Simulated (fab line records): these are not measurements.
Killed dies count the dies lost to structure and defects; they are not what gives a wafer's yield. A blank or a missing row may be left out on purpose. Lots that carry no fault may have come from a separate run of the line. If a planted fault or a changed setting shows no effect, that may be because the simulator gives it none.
The tool behind it: which one? | flow gf180mcu | 14 lots, 42 wafers sampled, at 1 step of a route of 602

## WHAT THE GAUGES READ, wafer by wafer
GF_NSD_OVL_MEAS_08. Usual: NSD_OVL gives 1.1 nm (standard deviation 1.2).
lot  | measured     | on         | NSD_OVL (nm)  | flag
L128 | day 13 07:29 | overlay-02 | -0.1 0.6 -1.6 |
L130 | day 14 13:55 | overlay-01 | 0.9 0.6 1.0   |
L131 | day 14 15:12 | overlay-02 | 2.4 0.5 0.9   |
L134 | day 15 18:19 | overlay-02 | 0.3 -0.5 -0.4 |
L135 | day 16 04:10 | overlay-01 | -0.1 0.6 1.8  |
L137 | day 16 10:57 | overlay-01 | 2.0 1.9 3.6   |
L139 | day 17 04:26 | overlay-02 | 3.7 3.2 3.5   |
L140 | day 17 10:55 | overlay-01 | 2.3 2.3 1.0   |
L141 | day 17 21:04 | overlay-02 | 2.4 1.2 2.6   |
L142 | day 18 05:43 | overlay-01 | 0.4 -0.3 -0.3 |
L147 | day 19 15:30 | overlay-01 | 1.6 0.7 2.6   |
L148 | day 19 22:18 | overlay-01 | 0.5 0.9 -0.1  |
L149 | day 20 11:56 | overlay-02 | 0.8 0.5 1.7   |
L151 | day 21 07:27 | overlay-02 | 1.1 1.7 0.7   |

## WHICH TOOL RAN EACH LOT (tool, then ch and the chambers of the sampled wafers, then the start)
Record: no process step prior to these readings.

## AS READ BY THE TOOLS THEMSELVES (means over the sampled wafers that have a number; for cases with no such wafer, the mark the record gives instead)
The record holds no such reading with a usual standard deviation.

## THE ANSWER, worked out from the rows above alone
Rule: a lot counts as off when the mean over its wafers that have a number is more than 3 standard deviations away from the usual mean. A lot without any number at a reading at which 4 lots or more have one is off too. Where the step has rows for the other lots, those lots are counted as sound. First the gauges in route order, then the tools' own readings, where a lot's mean is used as printed above. The first step at which some lot is off is used, and at that step the reading that is off furthest; a lot without a number counts as furthest.
None of the lots is off at any reading shown; this tells nothing.

## WHAT HAD BEEN PUT IN BY THE SIMULATOR
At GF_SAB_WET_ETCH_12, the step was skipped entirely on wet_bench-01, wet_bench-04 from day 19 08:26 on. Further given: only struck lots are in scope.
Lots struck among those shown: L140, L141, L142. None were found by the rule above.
